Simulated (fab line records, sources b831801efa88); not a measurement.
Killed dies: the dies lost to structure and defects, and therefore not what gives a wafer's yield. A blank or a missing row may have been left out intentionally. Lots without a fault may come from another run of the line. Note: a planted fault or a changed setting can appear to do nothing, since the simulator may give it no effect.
Matching of chambers    flow sky130    SKY_CAPM_CVD_00 on pecvd-04 has 3 sister chambers
The step deposits SiO2, target thk 15.5 nm. 3 wafers are shown with their chamber, then 8 later ones without.

WAFERS PAIRED WITH THEIR CHAMBERS
wafer   chamber  heater_power_w (W)
L081.6  0        733
L086.4  2        528
L091.1  1        774

WAFERS WITHOUT THEIR CHAMBER
wafer   heater_power_w (W)
L091.2  587
L091.3  731
L092.2  716
L092.3  570
L092.5  796
L094.2  732
L094.3  802
L094.4  710

THE CHAMBER EACH PASSED THROUGH
wafer   from the rows above      in truth
L091.2  2                        2
L091.3  can't be placed: 0 or 1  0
L092.2  can't be placed: 0 or 1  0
L092.3  2                        2
L092.5  can't be placed: 1 or 0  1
L094.2  can't be placed: 0 or 1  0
L094.3  can't be placed: 1 or 0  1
L094.4  can't be placed: 0 or 1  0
2 of 8 placed correctly. From these rows, 6 cannot be placed; in 6 the true chamber is one of the candidates. Wrongly placed: 0.
How it was worked out, from the rows above alone: a wafer's distance from a chamber is the root of the sum, over the readings, of the square of ((its reading less the chamber's mean) divided by the reading's scatter). If the next closest chamber is less than 2 further off than the closest, the wafer can't be placed; otherwise it belongs to the closest. Each chamber's mean is taken over the wafers shown for it. The scatter (one wafer shown for each chamber): square how far every hidden wafer sits from the nearest shown wafer, average those squares and take the square root.
